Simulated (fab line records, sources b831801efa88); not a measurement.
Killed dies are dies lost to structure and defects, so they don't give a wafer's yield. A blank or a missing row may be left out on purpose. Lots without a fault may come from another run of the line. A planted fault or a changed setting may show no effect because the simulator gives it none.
fab line records | flow sky130
record lots=5 wafers=15 last_day=50
route steps=708 shown LI_CONTACT@385 LOCAL_INTERCONNECT@387 CONTACT@406
lots that met no fault: from a run of the same line without faults
start_h: hours from the record's first day to the start of the lot's first wafer shown | wait_h: hours since the lot's step before | " the same as in the row above | L1.1+2: a row that stands for several wafers | - no value, or no start given | * or withheld: withheld | < > ~ a bound
route shown NAME@n: a module of which the file shows steps, and the number in the route of the first | usual: mean/standard deviation of fault-free wafers | same: alike in all rows | chamber/n: place in a boat | sites: the reading at each site | _std_site: their standard deviation | _edge_site: outer sites' mean less inner sites' | radius_mm: how far each site lies from the wafer's centre | mask NAME#n: copy n | behind: the tool/chamber that last shaped the wafer | hold: why the lot was held/for how many hours/how that ended | device: the transistor (n, p or np) that didn't switch | end of line: the same wafers' tests at the end of the route | a step without rows: its recipe alone | killed: dies lost to structure and defects at the first sort, not the wafer's yield | map: a wafer's dies, x killed, . not, _ none there
set.NAME: the setting as run; set.NAME@STEP: as run at that earlier step | model.NAME: the simulator's own value behind a step, which no gauge read
lots at some steps of the route; a table a step, a row a wafer
services: from which hour (start_h, from the record's first day; less than 0 if before it) a tool's chamber was out of use, for how many hours, and why
## steps
# step SKY_LI_CONTACT_THK_MEAS_23
# recipe thk_meas_gauge=xrf reads=W_of_LI_CONTACT_CVD_21
# usual LI_CONTACT_W_THK=416/9.2
# columns lot.wafer tool chamber start_h wait_h LI_CONTACT_W_THK[nm]
L077.2 film_metro-02 - 718.81 0.1 421
L077.3 " - " " 421
L077.5 " - " " 422
L084.4 film_metro-03 - 773.34 0.1 406
L084.5 " - " " 407
L084.6 " - " " 402
L086.2 film_metro-03 - 789.84 0.1 414
L086.4 " - " " 412
L086.5 " - " " 425
L090.1 film_metro-02 - 812.33 0.1 419
L090.2 " - " " 424
L090.3 " - " " 419
L094.1 film_metro-04 - 838.03 0.1 408
L094.2 " - " " 415
L094.5 " - " " 414
# step SKY_LI_CONTACT_CMP_24
# recipe stop_on=PSG t_overpolish_s=20 down_force_psi=3.5 platen_rpm=60 target_thk_nm=0 pad_velocity_m_s=0.94248
# usual edge_zone_pressure_frac=1.000/0.0046 motor_current_A=11.2/1.2 overpolish_run_s=19.999/0.0092 time_to_endpoint_s=97/3.3
# columns lot.wafer tool chamber start_h wait_h edge_zone_pressure_frac motor_current_A overpolish_run_s time_to_endpoint_s
L077.3 cmp-02 3 718.86 0.0 0.995 10.1 19.995 95
L077.2 " 1 " " 1.002 10.1 20.008 96
L077.5 " 3 " " 0.998 10.6 19.993 92
L084.4 cmp-02 0 773.55 0.2 1.011 11.7 19.998 96
L084.6 " 0 " " 1.006 11.7 19.987 95
L084.5 " 1 " " 1.002 10.1 20.016 93
L086.4 cmp-02 2 789.89 0.0 1.007 9.5 19.984 95
L086.2 " 1 " " 1.005 10.1 20.007 94
L086.5 " 3 " " 1.005 11.0 19.992 94
L090.1 cmp-01 1 812.39 0.1 0.989 11.3 20.008 98
L090.2 " 2 " " 0.993 12.9 20.011 100
L090.3 " 0 " " 0.996 10.8 20.000 98
L094.2 cmp-01 2 838.09 0.0 1.004 13.7 20.008 100
L094.1 " 1 " " 0.994 11.4 20.011 93
L094.5 " 3 " " 0.992 10.9 20.004 98
# step SKY_LOCAL_INTERCONNECT_SPUTTER_00
# recipe material=TiN target_thk_nm=100 temp_c=300 power_w=6500 time_s=83.3 chamber_pressure_pa=0.4
# usual throttle_valve_pct=29.7/1.1
# columns lot.wafer tool chamber start_h wait_h throttle_valve_pct
L077.2 pvd_sputter-03 - 719.16 0.1 31.0
L077.3 " - " " 29.6
L077.5 " - " " 29.7
L084.4 pvd_sputter-03 - 773.85 0.2 28.8
L084.5 " - " " 28.4
L084.6 " - " " 29.0
L086.2 pvd_sputter-04 - 790.19 0.1 29.4
L086.4 " - " " 29.4
L086.5 " - " " 32.5
L090.1 pvd_sputter-01 - 812.69 0.2 28.4
L090.2 " - " " 29.4
L090.3 " - " " 31.5
L094.1 pvd_sputter-04 - 838.39 0.1 29.3
L094.2 " - " " 29.3
L094.5 " - " " 29.7
# step SKY_LOCAL_INTERCONNECT_RS_MEAS_01
# recipe thk_meas_gauge=four-point-probe reads=TiN_of_LOCAL_INTERCONNECT_SPUTTER_00
# usual LOCAL_INTERCONNECT_TIN_RS=14.15/0.15
# columns lot.wafer tool chamber start_h wait_h LOCAL_INTERCONNECT_TIN_RS[ohm/sq]
L077.2 film_metro-02 - 719.24 0.1 14.07
L077.3 " - " " 14.24
L077.5 " - " " 14.14
L084.4 film_metro-01 - 773.97 0.1 14.01
L084.5 " - " " 14.04
L084.6 " - " " 14.00
L086.2 film_metro-03 - 790.27 0.1 14.25
L086.4 " - " " 14.16
L086.5 " - " " 14.09
L090.1 film_metro-01 - 812.75 0.0 14.06
L090.2 " - " " 14.05
L090.3 " - " " 13.99
L094.1 film_metro-02 - 838.45 0.0 14.26
L094.2 " - " " 14.11
L094.5 " - " " 14.30
# step SKY_LOCAL_INTERCONNECT_THK_MEAS_02
# recipe thk_meas_gauge=xrf reads=TiN_of_LOCAL_INTERCONNECT_SPUTTER_00
# usual LOCAL_INTERCONNECT_TIN_THK=98.2/1.3
# columns lot.wafer tool chamber start_h wait_h LOCAL_INTERCONNECT_TIN_THK[nm]
L077.2 film_metro-02 - 719.35 0.1 98.1
L077.3 " - " " 96.4
L077.5 " - " " 97.3
L084.4 film_metro-01 - 774.06 0.1 99.3
L084.5 " - " " 99.7
L084.6 " - " " 99.7
L086.2 film_metro-03 - 790.38 0.1 98.4
L086.4 " - " " 98.5
L086.5 " - " " 98.9
L090.1 film_metro-01 - 812.87 0.1 98.8
L090.2 " - " " 98.8
L090.3 " - " " 100.4
L094.1 film_metro-02 - 838.57 0.1 97.2
L094.2 " - " " 98.0
L094.5 " - " " 96.8
# step SKY_LOCAL_INTERCONNECT_DEHYDRATE_03
# recipe temp_c=200 time_s=60
# usual heater_power_total_W=160.38/0.13
# columns lot.wafer tool chamber start_h wait_h heater_power_total_W
L077.2 litho_track-01 0 732.76 13.4 160.34
L077.3 " 0 " " 160.58
L077.5 " 0 " " 160.35
L084.4 litho_track-01 0 786.66 12.6 160.14
L084.5 " 0 " " 160.56
L084.6 " 0 " " 160.57
L086.2 litho_track-01 0 803.46 13.1 160.55
L086.4 " 0 " " 160.34
L086.5 " 0 " " 160.36
L090.1 litho_track-01 0 825.14 12.3 160.45
L090.2 " 0 " " 160.20
L090.3 " 0 " " 160.36
L094.1 litho_track-02 0 850.34 11.8 160.34
L094.2 " 0 " " 160.46
L094.5 " 0 " " 160.28
# step SKY_LOCAL_INTERCONNECT_HMDS_04
# recipe prime_time_s=60 prime_temp_c=120
# usual prime_temp_c=120.00/0.13
# columns lot.wafer tool chamber start_h wait_h prime_temp_c
L077.2 litho_track-01 0 732.91 0.1 119.95
L077.3 " 0 " " 119.90
L077.5 " 0 " " 120.04
L084.4 litho_track-01 0 786.81 0.1 119.86
L084.5 " 0 " " 120.08
L084.6 " 0 " " 119.77
L086.2 litho_track-01 0 803.61 0.1 119.91
L086.4 " 0 " " 119.92
L086.5 " 0 " " 119.81
L090.1 litho_track-01 0 825.29 0.1 120.19
L090.2 " 0 " " 120.24
L090.3 " 0 " " 120.22
L094.1 litho_track-02 0 850.49 0.1 120.12
L094.2 " 0 " " 120.02
L094.5 " 0 " " 120.21
# step SKY_LOCAL_INTERCONNECT_COAT_05
# recipe resist=BARC temp_c=withheld time_s=withheld spin_rpm=3000 resist_thk_nm=60
# usual dispense_pressure_kPa=49.5/2.6
# columns lot.wafer tool chamber start_h wait_h dispense_pressure_kPa
L077.2 litho_track-01 0 733.06 0.1 48.0
L077.3 " 0 " " 47.9
L077.5 " 0 " " 47.9
L084.4 litho_track-01 0 786.96 0.1 48.0
L084.5 " 0 " " 47.9
L084.6 " 0 " " 47.9
L086.2 litho_track-01 0 803.76 0.1 47.9
L086.4 " 0 " " 48.0
L086.5 " 0 " " 48.0
L090.1 litho_track-01 0 825.44 0.1 47.9
L090.2 " 0 " " 48.0
L090.3 " 0 " " 47.9
L094.1 litho_track-02 0 850.64 0.1 54.4
L094.2 " 0 " " 54.4
L094.5 " 0 " " 54.4
# step SKY_LOCAL_INTERCONNECT_COAT_06
# recipe resist=KrF-thick spin_rpm=3000 resist_thk_nm=450
# usual dispense_pressure_kPa=49.5/2.6
# columns lot.wafer tool chamber start_h wait_h dispense_pressure_kPa
L077.2 litho_track-01 0 - - 48.0
L077.3 " 0 " " 47.9
L077.5 " 0 " " 48.0
L084.4 litho_track-01 0 - - 48.0
L084.5 " 0 " " 48.0
L084.6 " 0 " " 47.9
L086.2 litho_track-01 0 - - 48.0
L086.4 " 0 " " 48.0
L086.5 " 0 " " 47.9
L090.1 litho_track-01 0 - - 48.0
L090.2 " 0 " " 47.9
L090.3 " 0 " " 48.0
L094.1 litho_track-02 0 - - 54.5
L094.2 " 0 " " 54.5
L094.5 " 0 " " 54.5
# step SKY_LOCAL_INTERCONNECT_SOFTBAKE_07
# recipe temp_c=100 time_s=90 resist=KrF-thick
# usual heater_power_total_W=57.36/0.12
# columns lot.wafer tool chamber start_h wait_h heater_power_total_W
L077.2 litho_track-01 0 - - 57.37
L077.3 " 0 " " 57.46
L077.5 " 0 " " 57.57
L084.4 litho_track-01 0 - - 57.25
L084.5 " 0 " " 57.32
L084.6 " 0 " " 57.54
L086.2 litho_track-01 0 - - 57.33
L086.4 " 0 " " 57.31
L086.5 " 0 " " 57.44
L090.1 litho_track-01 0 - - 57.17
L090.2 " 0 " " 57.57
L090.3 " 0 " " 57.52
L094.1 litho_track-02 0 - - 57.48
L094.2 " 0 " " 57.27
L094.5 " 0 " " 57.44
# step SKY_LOCAL_INTERCONNECT_EXPOSE_08
# recipe mask_id=LI1M na=0.8 source_shape=annular sigma_inner=0.55 sigma_outer=0.85 target_cd_nm=170 dose_mj=28
# usual exposure_dose_mJ_cm2=28.11/0.18 focus_offset_nm=0.1/0.6
# columns lot.wafer tool chamber start_h wait_h mask exposure_dose_mJ_cm2 focus_offset_nm
L077.2 krf_scanner-02 0 - - LI1M#0 27.96 -0.2
L077.3 " 0 " " LI1M#0 27.95 -1.0
L077.5 " 0 " " LI1M#0 27.98 -0.1
L084.4 krf_scanner-02 0 - - LI1M#0 27.91 0.7
L084.5 " 0 " " LI1M#0 27.88 0.4
L084.6 " 0 " " LI1M#0 27.99 0.7
L086.2 krf_scanner-02 0 - - LI1M#0 27.95 -0.6
L086.4 " 0 " " LI1M#0 27.94 0.6
L086.5 " 0 " " LI1M#0 27.95 -0.4
L090.1 krf_scanner-01 0 - - LI1M#0 28.33 0.8
L090.2 " 0 " " LI1M#0 28.32 0.1
L090.3 " 0 " " LI1M#0 28.31 0.6
L094.1 krf_scanner-02 0 - - LI1M#0 27.89 -0.6
L094.2 " 0 " " LI1M#0 27.94 -0.3
L094.5 " 0 " " LI1M#0 27.88 0.1
# step SKY_LOCAL_INTERCONNECT_PEB_09
# recipe peb_temp_c=withheld peb_time_s=withheld resist=KrF-thick
# columns lot.wafer tool chamber start_h wait_h
L077.2+3+5 litho_track-01 0 - -
L084.4+5+6 litho_track-01 0 - -
L086.2+4+5 litho_track-02 0 - -
L090.1+2+3 litho_track-03 0 - -
L094.1+2+5 litho_track-01 0 - -
# step SKY_LOCAL_INTERCONNECT_DEVELOP_10
# recipe develop_time_s=60 resist=KrF-thick dev_temp_c=21
# columns lot.wafer tool chamber start_h wait_h
L077.2+3+5 litho_track-01 0 - -
L084.4+5+6 litho_track-01 0 - -
L086.2+4+5 litho_track-02 0 - -
L090.1+2+3 litho_track-03 0 - -
L094.1+2+5 litho_track-01 0 - -
# step SKY_LOCAL_INTERCONNECT_CD_MEAS_11
# recipe target_cd_nm=170
# usual cd_nm=169.3/1.4
# columns lot.wafer tool chamber start_h wait_h cd_nm
L077.2 cd_sem-01 - 747.46 - 168.9
L077.3 " - " " 169.4
L077.5 " - " " 168.5
L084.4 cd_sem-02 - 800.20 - 169.7
L084.5 " - " " 170.9
L084.6 " - " " 170.7
L086.2 cd_sem-02 - 817.61 - 171.4
L086.4 " - " " 170.3
L086.5 " - " " 170.3
L090.1 cd_sem-01 - 839.12 - 167.8
L090.2 " - " " 166.8
L090.3 " - " " 169.7
L094.1 cd_sem-01 - 864.44 - 168.1
L094.2 " - " " 167.9
L094.5 " - " " 166.8
# step SKY_LOCAL_INTERCONNECT_OVL_MEAS_12
# usual LOCAL_INTERCONNECT_OVL=0/6
# columns lot.wafer tool chamber start_h wait_h LOCAL_INTERCONNECT_OVL[nm]
L077.2 overlay-01 - 747.56 0.1 9
L077.3 " - " " 8
L077.5 " - " " 13
L084.4 overlay-02 - 800.27 0.1 3
L084.5 " - " " 6
L084.6 " - " " 2
L086.2 overlay-02 - 817.71 0.1 10
L086.4 " - " " 15
L086.5 " - " " 12
L090.1 overlay-02 - 839.24 0.1 -7
L090.2 " - " " 2
L090.3 " - " " -5
L094.1 overlay-02 - 864.56 0.1 5
L094.2 " - " " -5
L094.5 " - " " 4
# step SKY_LOCAL_INTERCONNECT_ETCH_13
# recipe chemistry=N2/H2 target=BARC ion_energy_ev=200 bias_w=100 pressure_mtorr=30 n2_flow_sccm=100 h2_flow_sccm=200 icp_w=500 stop_on=SiO2 time_s=45.9 target_depth_a=600
# usual drypump_motor_current_A=5.7/0.51 n2_flow_sccm=99.98/0.29 oes_product_au=0.855/0.0048 throttle_valve_pct=13.225/0.0086
# columns lot.wafer tool chamber start_h wait_h drypump_motor_current_A n2_flow_sccm oes_product_au rf_hours_counter_h throttle_valve_pct
L077.2 rie_metal-02 0 747.59 0.0 5.0 99.67 0.852 15 13.235
L077.3 " 1 " " 5.9 100.09 0.859 - 13.229
L077.5 " 0 " " 5.0 100.24 0.855 - 13.233
L084.4 rie_metal-02 1 800.36 0.1 5.9 99.70 0.855 - 13.218
L084.5 " 1 " " 5.9 99.62 0.864 - 13.232
L084.6 " 1 " " 5.9 99.96 0.856 - 13.212
L086.2 rie_metal-01 1 817.77 0.0 5.0 99.59 0.858 - 13.225
L086.4 " 1 " " 5.1 99.73 0.858 - 13.227
L086.5 " 1 " " 5.0 99.58 0.857 - 13.214
L090.1 rie_metal-04 0 839.27 0.0 5.8 100.68 0.865 7 13.228
L090.2 " 1 " " 6.4 100.04 0.849 16 13.228
L090.3 " 1 " " 6.4 99.86 0.852 - 13.237
L094.1 rie_metal-04 1 864.59 0.0 6.4 99.98 0.856 17 13.224
L094.2 " 0 " " 5.7 99.93 0.855 8 13.232
L094.5 " 1 " " 6.4 100.17 0.851 - 13.246
# step SKY_LOCAL_INTERCONNECT_METAL_ETCH_14
# recipe target_depth_nm=110 stop_on=PSG chemistry=Cl2/BCl3 target=TiN resist_sidewall_deg=88 pressure_mtorr=10 icp_w=900 bias_w=48.5 Cl2_flow_sccm=60 bcl3_flow_sccm=30 time_s=31.4
# usual bcl3_flow_sccm=30.00/0.081 drypump_motor_current_A=5.7/0.51 oes_product_au=0.941/0.0068 throttle_valve_pct=21.901/0.009
# columns lot.wafer tool chamber start_h wait_h bcl3_flow_sccm drypump_motor_current_A oes_product_au rf_hours_counter_h throttle_valve_pct
L077.2 rie_metal-02 0 747.65 0.0 30.16 5.0 0.950 15 21.912
L077.3 " 1 " " 30.05 5.9 0.938 - 21.907
L077.5 " 0 " " 29.91 5.0 0.933 - 21.893
L084.4 rie_metal-02 1 800.47 0.1 30.04 5.9 0.949 - 21.894
L084.5 " 1 " " 29.93 5.9 0.950 - 21.899
L084.6 " 1 " " 30.17 5.9 0.949 - 21.896
L086.2 rie_metal-01 1 817.89 0.1 30.02 5.0 0.943 - 21.900
L086.4 " 1 " " 30.04 5.0 0.936 - 21.912
L086.5 " 1 " " 30.08 5.0 0.935 - 21.905
L090.1 rie_metal-04 0 839.34 0.0 30.08 5.7 0.938 7 21.895
L090.2 " 1 " " 30.01 6.4 0.943 16 21.904
L090.3 " 1 " " 29.78 6.4 0.942 - 21.899
L094.1 rie_metal-04 1 864.66 0.0 30.03 6.4 0.936 17 21.905
L094.2 " 0 " " 30.03 5.7 0.947 8 21.912
L094.5 " 1 " " 29.89 6.4 0.932 - 21.915
# step SKY_LOCAL_INTERCONNECT_STRIP_15
# recipe chemistry=O2/N2 power_w=1400 pressure_mtorr=1500 platen_temp_c=withheld o2_flow_sccm=3000 n2_flow_sccm=300 overash_fraction=0.5
# usual drypump_motor_current_A=5.7/0.4 n2_flow_sccm=300.1/0.99 oes_product_au=0.427/0.0044 strip_time_to_endpoint_s=4.716/0.019
# columns lot.wafer tool chamber start_h wait_h drypump_motor_current_A n2_flow_sccm oes_product_au rf_hours_counter_h strip_time_to_endpoint_s
L077.2 plasma_asher-04 0 747.71 0.0 5.5 301.1 0.426 0 4.731
L077.3 " 0 " " 5.5 299.7 0.426 - 4.735
L077.5 " 0 " " 5.5 301.2 0.424 - 4.725
L084.4 plasma_asher-04 0 800.55 0.1 5.6 300.5 0.427 - 4.703
L084.5 " 1 " " 5.7 300.1 0.430 - 4.707
L084.6 " 0 " " 5.6 300.9 0.424 - 4.705
L086.2 plasma_asher-01 0 817.97 0.1 5.1 299.7 0.418 65 4.694
L086.4 " 1 " " 5.9 299.4 0.432 - 4.723
L086.5 " 0 " " 5.1 299.2 0.430 - 4.713
L090.1 plasma_asher-04 1 839.39 0.0 5.7 297.8 0.429 8 4.722
L090.2 " 0 " " 5.5 301.7 0.426 8 4.722
L090.3 " 0 " " 5.6 301.3 0.423 - 4.726
L094.1 plasma_asher-01 1 864.71 0.0 5.9 301.1 0.422 71 4.726
L094.2 " 0 " " 5.1 300.4 0.427 71 4.735
L094.5 " 0 " " 5.1 299.9 0.427 - 4.741
# step SKY_LOCAL_INTERCONNECT_STRIP_16
# recipe chemistry=post_etch_residue_remover time_s=1200 temp_c=72.5
# columns lot.wafer tool chamber start_h wait_h
L077.2+3+5 wet_bench-01 3 747.81 0.1
L084.4+5+6 wet_bench-03 1 800.62 0.0
L086.2+4+5 wet_bench-03 2 818.07 0.1
L090.1+2+3 wet_bench-01 0 839.49 0.1
L094.1+2+5 wet_bench-03 1 864.81 0.1
# step SKY_LOCAL_INTERCONNECT_CLEAN_17
# recipe chemistry=IPA time_s=180 temp_c=25
# columns lot.wafer tool chamber start_h wait_h
L077.2+3+5 wet_bench-01 0 748.21 0.0
L084.4+5+6 wet_bench-02 2 800.99 0.0
L086.2+4+5 wet_bench-01 3 818.45 0.0
L090.1+2+3 wet_bench-01 0 839.86 0.0
L094.1+2+5 wet_bench-02 3 865.18 0.0
# step SKY_LOCAL_INTERCONNECT_CLEAN_18
# recipe chemistry=O3/DIW dry=n2_spin
# columns lot.wafer tool chamber start_h wait_h
L077.2+3+5 wet_bench-03 1 748.39 0.1
L084.4+5+6 wet_bench-01 2 801.11 0.0
L086.2+4+5 wet_bench-03 2 818.52 0.0
L090.1+2+3 wet_bench-03 1 839.92 0.0
L094.1+2+5 wet_bench-01 1 865.24 0.0
# step SKY_CONTACT_CVD_00
# recipe material=Si3N4 target_thk_nm=75 temp_c=400 time_s=withheld rf_w=450
# usual heater_power_w=659/83
# columns lot.wafer tool chamber start_h wait_h heater_power_w
L077.2 pecvd-01 2 748.59 0.0 667
L077.3 " 0 " " 659
L077.5 " 2 " " 660
L084.4 pecvd-01 1 801.23 0.0 647
L084.5 " 2 " " 611
L084.6 " 0 " " 666
L086.2 pecvd-04 1 818.62 0.0 636
L086.4 " 2 " " 523
L086.5 " 0 " " 836
L090.1 pecvd-03 0 840.02 0.0 699
L090.2 " 2 " " 742
L090.3 " 2 " " 761
L094.1 pecvd-01 0 865.34 0.0 590
L094.2 " 2 " " 670
L094.5 " 1 " " 667
# step SKY_CONTACT_THK_MEAS_01
# recipe reads=Si3N4_of_CONTACT_CVD_00
# usual CONTACT_CVD_00_THK=75.0/0.81
# columns lot.wafer tool chamber start_h wait_h CONTACT_CVD_00_THK[nm]
L077.2 film_metro-03 - 748.63 - 74.8
L077.3 " - " " 75.2
L077.5 " - " " 75.9
L084.4 film_metro-01 - 801.27 - 75.2
L084.5 " - " " 74.8
L084.6 " - " " 75.7
L086.2 film_metro-03 - 818.66 - 73.4
L086.4 " - " " 76.1
L086.5 " - " " 75.4
L090.1 film_metro-04 - 840.07 - 74.8
L090.2 " - " " 74.4
L090.3 " - " " 75.6
L094.1 film_metro-03 - 865.38 - 73.8
L094.2 " - " " 73.4
L094.5 " - " " 75.0
# step SKY_CONTACT_HDPCVD_02
# recipe material=SiO2 target_thk_nm=565 sigma_open_frac=0.3 time_s=94.2 temp_c=600 sih4_flow_sccm=60 pressure_mtorr=6
# usual sih4_flow_sccm=60.02/0.19
# columns lot.wafer tool chamber start_h wait_h sih4_flow_sccm
L077.2 hdpcvd-01 2 748.68 0.0 60.40
L077.3 " 1 " " 59.95
L077.5 " 1 " " 60.10
L084.4 hdpcvd-01 1 801.34 0.1 60.02
L084.5 " 2 " " 60.17
L084.6 " 0 " " 59.80
L086.2 hdpcvd-01 2 818.71 0.0 59.80
L086.4 " 2 " " 59.95
L086.5 " 1 " " 60.35
L090.1 hdpcvd-01 1 840.13 0.1 59.93
L090.2 " 2 " " 59.94
L090.3 " 0 " " 59.95
L094.1 hdpcvd-01 2 865.44 0.1 59.62
L094.2 " 1 " " 59.95
L094.5 " 1 " " 60.00
# step SKY_CONTACT_THK_MEAS_03
# recipe reads=SiO2_of_CONTACT_HDPCVD_02
# usual CONTACT_HDPCVD_THK=562/5.7
# columns lot.wafer tool chamber start_h wait_h CONTACT_HDPCVD_THK[nm]
L077.2 film_metro-04 - 748.76 0.0 564
L077.3 " - " " 568
L077.5 " - " " 560
L084.4 film_metro-03 - 801.40 0.0 559
L084.5 " - " " 568
L084.6 " - " " 561
L086.2 film_metro-04 - 818.79 0.0 568
L086.4 " - " " 572
L086.5 " - " " 576
L090.1 film_metro-01 - 840.20 0.0 564
L090.2 " - " " 562
L090.3 " - " " 561
L094.1 film_metro-01 - 865.51 0.0 574
L094.2 " - " " 570
L094.5 " - " " 569
# step SKY_CONTACT_CMP_04
# recipe material=SiO2 down_force_psi=4 platen_rpm=60 pad_velocity_m_s=0.94248
# usual edge_zone_pressure_frac=1.000/0.0053 motor_current_A=12.2/1.2 time_to_endpoint_s=81/3.7
# columns lot.wafer tool chamber start_h wait_h edge_zone_pressure_frac motor_current_A time_to_endpoint_s
L077.3 cmp-01 0 748.81 0.0 0.990 12.1 85
L077.2 " 2 " " 1.005 14.4 85
L077.5 " 1 " " 1.007 12.6 81
L084.4 cmp-02 0 801.43 0.0 0.994 12.6 77
L084.5 " 0 " " 0.998 12.6 80
L084.6 " 1 " " 1.007 11.0 79
L086.2 cmp-01 3 818.84 0.0 0.996 11.4 84
L086.4 " 1 " " 0.999 12.7 83
L086.5 " 0 " " 1.001 12.1 85
L090.1 cmp-01 2 840.26 0.1 0.999 14.7 83
L090.3 " 0 " " 1.003 11.9 80
L090.2 " 1 " " 1.001 12.2 81
L094.1 cmp-02 2 865.57 0.1 0.998 10.9 89
L094.2 " 1 " " 1.004 10.3 87
L094.5 " 2 " " 1.002 11.2 87
# step SKY_CONTACT_BOW_MEAS_05
# recipe mode=bow
# usual CONTACT_BOW=81/6.1
# columns lot.wafer tool chamber start_h wait_h CONTACT_BOW[um]
L077.2 film_metro-01 - 749.13 0.2 71
L077.3 " - " " 82
L077.5 " - " " 80
L084.4 film_metro-01 - 801.79 0.3 89
L084.5 " - " " 76
L084.6 " - " " 76
L086.2 film_metro-04 - 819.16 0.3 83
L086.4 " - " " 77
L086.5 " - " " 83
L090.1 film_metro-03 - 840.56 0.2 70
L090.2 " - " " 77
L090.3 " - " " 91
L094.1 film_metro-03 - 865.87 0.2 84
L094.2 " - " " 81
L094.5 " - " " 77
# step SKY_CONTACT_DEHYDRATE_06
# recipe temp_c=200 time_s=60
# usual heater_power_total_W=160.37/0.13
# columns lot.wafer tool chamber start_h wait_h heater_power_total_W
L077.2 litho_track-02 0 761.76 12.6 160.23
L077.3 " 0 " " 160.32
L077.5 " 0 " " 160.22
L084.4 litho_track-04 0 814.64 12.8 160.45
L084.5 " 0 " " 160.39
L084.6 " 0 " " 160.41
L086.2 litho_track-04 0 831.54 12.4 160.54
L086.4 " 0 " " 160.25
L086.5 " 0 " " 160.24
L090.1 litho_track-04 0 852.97 12.4 160.33
L090.2 " 0 " " 160.40
L090.3 " 0 " " 160.21
L094.1 litho_track-04 0 878.37 12.5 160.40
L094.2 " 0 " " 160.29
L094.5 " 0 " " 160.36
## services
# columns tool chamber start_h hours kind
cmp-01 - 696.43 3.4 repair
krf_scanner-02 - 698.08 1.0 pm
rie_metal-04 - 703.83 14.6 pm
cmp-02 - 707.67 5.2 pm
cmp-01 - 710.09 0.9 repair
pecvd-01 1 714.20 5.7 repair
hdpcvd-01 - 714.69 2.8 pm
krf_scanner-02 - 716.55 0.2 repair
krf_scanner-02 - 726.91 0.8 pm
plasma_asher-04 - 733.75 9.0 pm
cmp-01 - 744.00 4.0 pm
cmp-01 - 746.93 1.8 repair
pecvd-01 - 756.47 14.6 pm
rie_metal-02 - 768.54 14.6 pm
cmp-01 - 768.93 18.4 pm
krf_scanner-02 - 778.22 0.6 repair
rie_metal-04 0 793.06 2.5 repair
cmp-01 - 802.19 6.9 pm
cmp-01 - 822.10 3.9 pm
wet_bench-03 - 822.31 1.9 pm
krf_scanner-02 - 830.45 1.3 pm
krf_scanner-02 - 848.40 1.0 repair
rie_metal-04 - 850.53 2.8 pm
krf_scanner-02 - 867.08 1.0 pm
## key
fault none
